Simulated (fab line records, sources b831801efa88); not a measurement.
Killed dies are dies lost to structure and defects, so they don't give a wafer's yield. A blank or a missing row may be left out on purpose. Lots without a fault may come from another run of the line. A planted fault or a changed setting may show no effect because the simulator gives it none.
A struck lot beside a sound one | flow sfq_line | 24 steps out of a route of 325
Sound: wafers L814.2, L814.5, L814.6. Struck: wafers L818.1, L818.2, L818.4. The cause comes at the end.
At each step with rows: each side's tool, then ch and its chambers, then its first start. Under that, the readings that differ: sound wafers | struck wafers | difference of the means | sigmas: that difference in standard deviations of wafers without a fault.
alike: readings whose means differ by less than 2 such deviations, and words and numbers that are the same on both sides. not compared: withheld readings, readings that some wafer has no value for, bounds like >300 that may hide the same value, and numbers for which the record gives no deviation and whose values overlap.
The two part at a step that has a row with sigmas, a row that says differs or no value, or rows on one side only. Numbers that don't overlap but have no deviation are shown without sigmas and don't part them. A reading that every wafer of one side lacks parts them only if that side has two wafers or more.

first, 6 steps without rows for these wafers: SFQ_TRILAYER_I6_VIA_LITHO_COAT_174 (resist thk 62 nm); SFQ_TRILAYER_I6_VIA_LITHO_COAT_169 (resist thk 650 nm); SFQ_TRILAYER_I6_VIA_LITHO_SOFTBAKE_173; SFQ_TRILAYER_I6_VIA_LITHO_EXPOSE_170 (exposes mask I6, target cd 700 nm); SFQ_TRILAYER_I6_VIA_LITHO_PEB_172 (peb time 60 s); SFQ_TRILAYER_I6_VIA_LITHO_DEVELOP_171 (time 60 s).
SFQ_I6_OVL_MEAS_942:
  sound on overlay-02, day 78 17:30; struck on overlay-01, day 79 04:17
  alike: I6_OVL
SFQ_TRILAYER_I6_VIA_BARC_OPEN_VIA_ETCH_235: etches BARC in O2, target depth 125 nm, time 41.7 s.
  sound on rie_diel-02 ch 0,3, day 78 17:32; struck on rie_diel-02 ch 1,2,3, day 79 04:20
  alike: drypump_motor_current_A, oes_product_au, rf_fwd_power_W
  not compared: rf_hours_counter_h
SFQ_TRILAYER_I6_VIA_ETCH_VIA_ETCH_172: etches SiO2 in CHF3, stops on Nb, target depth 260 nm.
  sound on rie_diel-02 ch 0,3, day 78 17:34; struck on rie_diel-02 ch 1,2,3, day 79 04:22
  alike: drypump_motor_current_A, oes_product_au, rf_fwd_power_W
SFQ_TRILAYER_I6_VIA_STRIP_STRIP_173: strips in O2.
  sound on rie_metal-04 ch 0,1, day 78 17:41; struck on rie_metal-04 ch 0,1, day 79 04:29
  alike: drypump_motor_current_A, oes_product_au
  not compared: rf_hours_counter_h
then, 2 steps without rows for these wafers: SFQ_TRILAYER_I6_VIA_STRIP_SOLV_CLEAN_174 (cleans in NMP, time 600 s); SFQ_TRILAYER_M7_DEP_PRE_CLEAN_176 (time 22.5 s).
SFQ_TRILAYER_M7_DEP_SPUTTER_175: material Nb, target thk 200 nm, time 133.3 s.
  sound on pvd_sputter-04, day 78 18:29; struck on pvd_sputter-04, day 79 05:32
  alike: cathode_dc_power_W, throttle_valve_pct
SFQ_M7_RS_MEAS_943: measures by four-point-probe.
  sound on film_metro-01, day 78 18:36; struck on film_metro-02, day 79 05:38
  reading           | sound             | struck            | difference | sigmas
  M7_NB_RS (ohm/sq) | 0.885 0.889 0.878 | 0.443 0.441 0.448 | -0.440     | -59
then, 6 steps without rows for these wafers: SFQ_TRILAYER_M7_LITHO_COAT_182 (resist thk 62 nm); SFQ_TRILAYER_M7_LITHO_COAT_177 (resist thk 600 nm); SFQ_TRILAYER_M7_LITHO_SOFTBAKE_181; SFQ_TRILAYER_M7_LITHO_EXPOSE_178 (exposes mask M7, target cd 500 nm); SFQ_TRILAYER_M7_LITHO_PEB_180 (peb time 60 s); SFQ_TRILAYER_M7_LITHO_DEVELOP_179 (time 60 s).
SFQ_M7_OVL_MEAS_945:
  sound on overlay-01, day 78 21:01; struck on overlay-02, day 79 09:01
  alike: M7_OVL
SFQ_TRILAYER_M7_BARC_OPEN_METAL_ETCH_229: etches BARC in O2, target depth 125 nm, time 41.7 s.
  sound on rie_metal-01 ch 0,1, day 78 21:02; struck on rie_metal-01 ch 0,1, day 79 09:02
  alike: drypump_motor_current_A, oes_product_au, rf_fwd_power_W
  not compared: rf_hours_counter_h
SFQ_TRILAYER_M7_ETCH_METAL_ETCH_180: etches Nb in Cl2/Ar, stops on SiO2, target depth 240 nm, time 120 s.
  sound on rie_metal-01 ch 0,1, day 78 21:06; struck on rie_metal-01 ch 0,1, day 79 09:06
  reading                        | sound             | struck            | difference | sigmas
  oes_product_au (a.u.)          | 0.898 0.897 0.894 | 1.003 1.000 1.001 | +0.105     | +16
  model.etch.depth_nm (nm)       | 201.3 200.7 202.3 | 239 239.4 240.2   | +38        |
  model.M7.feature_depth_nm (nm) | 201.3 200.7 202.3 | 239 239.4 240.2   | +38        |
  alike: drypump_motor_current_A, rf_fwd_power_W
  not compared: rf_hours_counter_h
SFQ_TRILAYER_M7_STRIP_STRIP_181: strips in O2.
  sound on rie_metal-01 ch 0,1, day 78 21:14; struck on rie_metal-01 ch 0,1, day 79 09:14
  alike: drypump_motor_current_A, oes_product_au
  not compared: rf_hours_counter_h

WHERE THEY PART
First at SFQ_M7_RS_MEAS_943; last, within this record, at SFQ_TRILAYER_M7_ETCH_METAL_ETCH_180. Later steps at which nothing parts them and some readings are alike: SFQ_TRILAYER_M7_STRIP_STRIP_181.

WHY: what the simulator had put in
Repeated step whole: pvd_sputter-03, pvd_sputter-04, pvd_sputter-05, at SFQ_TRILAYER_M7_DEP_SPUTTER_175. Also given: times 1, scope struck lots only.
